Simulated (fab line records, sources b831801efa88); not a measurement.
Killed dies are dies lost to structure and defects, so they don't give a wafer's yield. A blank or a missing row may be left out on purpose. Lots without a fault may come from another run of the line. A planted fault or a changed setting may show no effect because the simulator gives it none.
Chamber matching | flow sky130 | SKY_VIA3_CMP_24 on cmp-02: 4 sister chambers
The step polishes, stops on SiO2, t overpolish 20 s, target thk 0 nm. 8 wafers are shown with their chamber, then 7 later ones without.

WAFERS WITH THEIR CHAMBER
wafer  | chamber | motor_current_A (A) | overpolish_run_s (s)
L777.1 | 1       | 10.9                | 20.012
L781.2 | 0       | 10.8                | 19.997
L781.6 | 1       | 10.5                | 20.003
L784.2 | 2       | 12.8                | 19.989
L784.3 | 3       | 12.9                | 20.021
L784.6 | 0       | 10.8                | 19.989
L786.1 | 3       | 13.1                | 19.993
L786.2 | 2       | 13.3                | 20.003

WAFERS WITHOUT THEIR CHAMBER
wafer  | motor_current_A (A) | overpolish_run_s (s)
L786.3 | 10.8                | 19.998
L787.1 | 10.9                | 19.986
L787.5 | 11.8                | 19.995
L787.6 | 11.2                | 20.001
L794.2 | 12.3                | 20.015
L794.4 | 12.2                | 19.991
L794.5 | 12.6                | 19.998

WHICH CHAMBER EACH WENT THROUGH
wafer  | from the rows above               | in truth
L786.3 | can't be placed: 0 or 1           | 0
L787.1 | can't be placed: 0 or 1           | 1
L787.5 | can't be placed: 0 or 1 or 3 or 2 | 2
L787.6 | can't be placed: 0 or 1           | 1
L794.2 | can't be placed: 3 or 2           | 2
L794.4 | can't be placed: 2 or 3           | 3
L794.5 | can't be placed: 3 or 2           | 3
Placed correctly: 0 of 7. Can't be placed from these rows: 7 (the true chamber is among the candidates in 7). Placed wrongly: 0.
How it was worked out, from the rows above alone: a wafer's distance from a chamber is the root of the sum, over the readings, of the square of ((its reading less the chamber's mean) divided by the reading's scatter). The wafer belongs to the nearest chamber; if the next one is less than 2 further off, it can't be placed. A chamber's mean is the mean of its shown wafers. The scatter: the root of (the sum of the squares of (reading less its chamber's mean) over the shown wafers, divided by (wafers less chambers)).
